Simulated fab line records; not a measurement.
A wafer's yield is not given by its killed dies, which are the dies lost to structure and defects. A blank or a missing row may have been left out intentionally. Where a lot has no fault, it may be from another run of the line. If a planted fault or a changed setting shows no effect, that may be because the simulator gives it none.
Which tool did it? | flow gf180mcu | Sampling: 6 lots, 18 wafers, 4 of 602 route steps

WHAT THE GAUGES READ, wafer by wafer
GF_V4_CD_MEAS_14 targets a cd of 260 nm.
lot  | measured     | on        | cd-nm (nm)
L356 | day 25 21:20 | cd-sem-02 | 257.7 257.6 258.9
L361 | day 27 13:08 | cd-sem-02 | 258.2 258.6 258.2
L364 | day 28 08:40 | cd-sem-02 | 259.9 259.4 260.8
L367 | day 29 06:50 | cd-sem-01 | 260.0 258.9 260.3
L370 | day 29 23:28 | cd-sem-02 | 257.6 258.8 257.4
L375 | day 31 08:17 | cd-sem-01 | 276.0 275.4 274.8 275.8 275.4 275.3

EACH LOT AND THE TOOL THAT RAN IT (in order: tool; ch and the chambers of the sampled wafers; start)
lot  | GF_M4_SOFTBAKE_10                 | GF_M4_METAL_ETCH_16               | GF_V4_PEB_12
L356 | litho-track-02 ch 0, day 24 10:56 | rie-metal-01 ch 0,1, day 24 22:01 | litho-track-03 ch 0, day 25 21:00
L361 | litho-track-01 ch 0, day 26 04:18 | rie-metal-04 ch 0,1, day 26 14:56 | litho-track-04 ch 0, day 27 12:48
L364 | litho-track-01 ch 0, day 27 00:50 | rie-metal-02 ch 0,1, day 27 11:29 | litho-track-04 ch 0, day 28 08:19
L367 | litho-track-04 ch 0, day 27 23:50 | rie-metal-02 ch 0,1, day 28 09:40 | litho-track-03 ch 0, day 29 06:29
L370 | litho-track-02 ch 0, day 28 17:46 | rie-metal-02 ch 0, day 29 03:35   | litho-track-03 ch 0, day 29 23:07
L375 | litho-track-04 ch 0, day 30 03:29 | rie-metal-02 ch 1, day 30 12:23   | litho-track-04 ch 0, day 31 07:57
- GF_M4_SOFTBAKE_10: time 61.75 s.
- GF_M4_METAL_ETCH_16: etches the open film in Cl2/BCl3, stops on SiO2, target depth 750.8 nm, time 125.1 s.
- GF_V4_PEB_12: peb time 87.12 s.

THE ANSWER, worked out from the rows above alone
Rule: the lots themselves supply what counts as usual. Put in order of their means at a reading, lots are off if they are a third of the lots or fewer, leave a main group of 4 or more, and stand apart from it by a gap of 3 or more times the standard deviation of the main group's means; of several such gaps the widest counts. A main group is skipped when, at the precision printed for the reading in the tables above, its means are all equal. Also off: a lot with no number at a reading for which 4 or more lots have one. Any other lot the step has rows for is counted as sound.
Off: L375 (GF_V4_CD_MEAS_14, cd-nm). Mean 258.8 nm and standard deviation 0.88 in the main group.
If a tool, at a process step before that reading, ran all the lots that are off and no sound lot after the first of them, it fits. Gauges at GF_V4_CD_MEAS_14: tried the same way as those tools. Can't be told from this: 3 tools fit, litho-track-04 at GF_M4_SOFTBAKE_10 and GF_V4_PEB_12, rie-metal-02 at GF_M4_METAL_ETCH_16, cd-sem-01 at GF_V4_CD_MEAS_14.

WHAT THE SIMULATOR PUT IN
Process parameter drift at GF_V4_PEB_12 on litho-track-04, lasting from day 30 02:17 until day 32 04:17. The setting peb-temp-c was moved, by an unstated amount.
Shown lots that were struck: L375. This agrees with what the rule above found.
